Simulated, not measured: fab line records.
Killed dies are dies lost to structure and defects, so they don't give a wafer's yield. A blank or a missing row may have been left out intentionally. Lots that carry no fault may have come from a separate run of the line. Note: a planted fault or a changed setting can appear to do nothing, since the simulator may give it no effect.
Struck lot and sound lot, side by side | flow sky130 | 17 steps out of a route of 708
Sound: the wafers L148.3, L148.5, L148.6. The struck wafers were L159.2, L159.5, L159.6. The cause comes at the end.
Order at every step that has rows: each side's tool, ch and its chambers, its first start. Under that, the readings that differ: sound wafers | struck wafers | difference of the means | sigmas: that difference in standard deviations of wafers without a fault.
alike: readings with means less than 2 such deviations apart, plus words and numbers identical on both sides. not compared: withheld readings, readings lacking a value on some wafer, bounds such as >300 that could conceal the same value, and numbers that have no deviation in the record and whose values overlap.
A row with sigmas, a row that says differs or no value, or rows on one side alone: a step with any of these is where the two part. Numbers that don't overlap but have no deviation are shown without sigmas and don't part them. Lack of a reading on every wafer of one side parts them only where that side has two or more wafers.

first, 2 steps without rows for these wafers: SKY_NWELL_IMPLANT_12; SKY_NWELL_IMPLANT_13.
SKY_NWELL_STRIP_14: strips in O2/N2.
  sound on plasma-asher-04 ch 0,1, day 4 19:43; struck on plasma-asher-03 ch 0,1, day 7 16:53
  alike: drypump-motor-current-A, oes-product-au, strip-time-to-endpoint-s
  not compared: rf-hours-counter-h
SKY_NWELL_TW_MEAS_15:
  sound on film-metro-04 at day 4 19:48; struck on film-metro-04 at day 7 16:59
  alike: NWELL_TW
then, 7 steps without rows for these wafers: SKY_NWELL_DEHYDRATE_16 (time 60 s); SKY_NWELL_HMDS_17 (prime time 60 s); SKY_NWELL_COAT_18 (resist thk 3000 nm); SKY_NWELL_SOFTBAKE_19; SKY_NWELL_EXPOSE_20 (exposes mask NWM COMPLEMENT, target cd 840 nm); SKY_NWELL_PEB_21; SKY_NWELL_DEVELOP_22 (develop time 60 s).
SKY_NWELL_OVL_MEAS_23:
  sound on overlay-02 at day 5 13:04; struck on overlay-02 at day 8 13:47
  alike: NWELL_01_OVL
SKY_NWELL_IMPLANT_24:
  sound on implanter-03 ch 0, day 5 13:08; struck on implanter-01 ch 0, day 8 13:50
  reading            | sound                         | struck                       | difference | sigmas
  dose-ions-cm2      | 9.174e+12 9.187e+12 9.208e+12 | 3.976e+12 3.985e+12 3.96e+12 | -5.216e+12 | -99 or more
  faraday-current-uA | 52.8 49.2 50.9                | 22.7 22.4 22.3               | -28.5      | -26
  alike: end-station-pressure-torr
SKY_NWELL_STRIP_25: strips in O2/N2.
  sound on plasma-asher-01 ch 0,1, day 5 13:16; struck on plasma-asher-04 ch 0,1, day 8 13:58
  reading                     | sound       | struck      | difference | sigmas
  drypump-motor-current-A (A) | 5.8 5.6 5.8 | 4.7 5.4 4.7 | -0.8       | -2
  alike: oes-product-au, strip-time-to-endpoint-s
  not compared: rf-hours-counter-h
SKY_NWELL_TW_MEAS_26:
  sound on film-metro-04 at day 5 13:21; struck on film-metro-04 at day 8 14:05
  reading    | sound             | struck            | difference | sigmas
  NWELL_2_TW | 498.3 500.4 498.1 | 385.8 382.8 384.2 | -114.7     | -41
then, 1 step without rows for these wafers: SKY_NWELL_CLEAN_27 (cleans in SC1/SC2, time 150 s).
-- the record jumps here: 41 days lie between the struck wafers' starts before and after (it left off in module NWELL and takes up again in module PAD_OPEN, whose first step shown is number 708 of the route) --
SKY_PAD_OPEN_PROBE_99:
  rows exist in the record for the struck wafers here (prober-02, day 49 04:00), but not for the sound ones

WHERE THEY PART
First at SKY_NWELL_IMPLANT_24; last, within this record, at SKY_PAD_OPEN_PROBE_99.

WHY: what the simulator had put in
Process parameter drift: implanter-01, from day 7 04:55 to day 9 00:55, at SKY_NWELL_IMPLANT_24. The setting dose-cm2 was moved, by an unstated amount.
